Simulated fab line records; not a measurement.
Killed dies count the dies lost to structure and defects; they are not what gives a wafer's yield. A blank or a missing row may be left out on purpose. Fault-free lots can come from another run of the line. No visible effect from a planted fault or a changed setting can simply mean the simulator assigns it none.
A struck lot beside a sound one | flow sky130 | 17 out of 708 route steps
Sound: the wafers L525.2, L525.4, L525.6. Struck: wafers L537.3, L537.5, L537.6. The cause comes at the end.
Per side, at each step with rows, come the tool, then ch with its chambers, and then its first start. Under that, the readings that differ: sound wafers | struck wafers | difference of the means | sigmas: that difference in standard deviations of wafers without a fault.
alike: readings with means less than 2 such deviations apart, plus words and numbers identical on both sides. not compared: withheld readings, readings lacking a value on some wafer, bounds such as >300 that could conceal the same value, and numbers that have no deviation in the record and whose values overlap.
A row with sigmas, a row that says differs or no value, or rows on one side alone: a step with any of these is where the two part. Non-overlapping numbers with no deviation appear without sigmas and do not part them. Lack of a reading on every wafer of one side parts them only where that side has two or more wafers.

SKY_FIELD_ISO_BOW_MEAS_00:
  sound on filmMetro-03 at day 1 20:01; struck on filmMetro-03 at day 4 08:02
  alike: INCOMING_BOW
then, 1 step without rows for these wafers: SKY_FIELD_ISO_OXIDATION_01 (stabilise 600 s, purge 300 s, target thk 12 nm).
SKY_FIELD_ISO_THK_MEAS_02:
  sound on filmMetro-01 at day 1 21:38; struck on filmMetro-04 at day 4 10:25
  alike: FIELD_ISO_OXIDATION_00_THK
then, 1 step without rows for these wafers: SKY_FIELD_ISO_CVD_03 (deposits Si3N4 from DCS/NH3, target thk 165 nm, time 2830 s).
SKY_FIELD_ISO_THK_MEAS_04:
  sound on filmMetro-01 at day 1 23:29; struck on filmMetro-03 at day 4 12:26
  alike: FIELD_ISO_CVD_03_THK
then, 3 steps without rows for these wafers: SKY_FIELD_ISO_DEHYDRATE_05 (time 60 s); SKY_FIELD_ISO_HMDS_06 (prime time 60 s); SKY_FIELD_ISO_COAT_07 (resist thk 60 nm).
SKY_FIELD_ISO_COAT_08: resist thk 450 nm.
  sound on lithoTrack-03 ch 0, day 2 06:00; struck on lithoTrack-04 ch 0, day 4 21:00
reading                                         | sound                | struck               | difference | sigmas
spinSpeedRpm (rpm)                              | 2995.9 2996.9 2999.9 | 2830.3 2832.9 2832.5 | -165.7     | -99 or more
model.KrF-thick_of_FIELD_ISO_COAT_08.thkNm (nm) | 450.5 450.3 450.3    | 461.4 461.9 462.5    | +11.6      | 
then, 4 steps without rows for these wafers: SKY_FIELD_ISO_SOFTBAKE_09 (time 90 s); SKY_FIELD_ISO_EXPOSE_10 (exposes mask FOM, target cd 150 nm); SKY_FIELD_ISO_PEB_11; SKY_FIELD_ISO_DEVELOP_12 (develop time 60 s).
SKY_FIELD_ISO_CD_MEAS_13 targets a cd of 150 nm.
  sound on cdSem-01 at day 2 13:39; struck on cdSem-01 at day 5 06:07
  alike: cdNm
SKY_FIELD_ISO_ETCH_14: etches BARC in N2/H2, stops on SiO2, time 45.9 s, target depth 60 nm.
  sound on rieDiel-01 ch 0,2, day 2 13:45; struck on rieDiel-02 ch 3, day 5 06:14
  alike: drypumpMotorCurrentA, oesProductAu, throttleValvePct
  not compared: rfHoursCounterH
SKY_FIELD_ISO_ETCH_15: etches the open film in CHF3/O2, stops on Si, target depth 180 nm, time 72 s.
  sound on rieDiel-01 ch 0,2, day 2 13:47; struck on rieDiel-02 ch 3, day 5 06:22
reading                                         | sound             | struck            | difference | sigmas
model.KrF-thick_of_FIELD_ISO_COAT_08.thkNm (nm) | 239.1 230.5 229.8 | 239.8 239.4 240.1 | +6.6       | 
  alike: chf3FlowSccm, drypumpMotorCurrentA, oesProductAu, throttleValvePct
  not compared: rfHoursCounterH
SKY_FIELD_ISO_STRIP_16: strips in O2/N2.
  sound on plasmaAsher-04 ch 0,1, day 2 13:51; struck on plasmaAsher-02 ch 0,1, day 5 06:31
  alike: drypumpMotorCurrentA, oesProductAu, stripTimeToEndpointS
  not compared: rfHoursCounterH

== WHERE THEY PART ==
SKY_FIELD_ISO_COAT_08 only, going by this record. Later steps at which nothing parts them and some readings are alike: SKY_FIELD_ISO_CD_MEAS_13, SKY_FIELD_ISO_ETCH_14, SKY_FIELD_ISO_ETCH_15, SKY_FIELD_ISO_STRIP_16.

WHY: what had been put in by the simulator
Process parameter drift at SKY_FIELD_ISO_COAT_08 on lithoTrack-04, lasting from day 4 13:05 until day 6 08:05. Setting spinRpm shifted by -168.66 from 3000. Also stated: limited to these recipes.
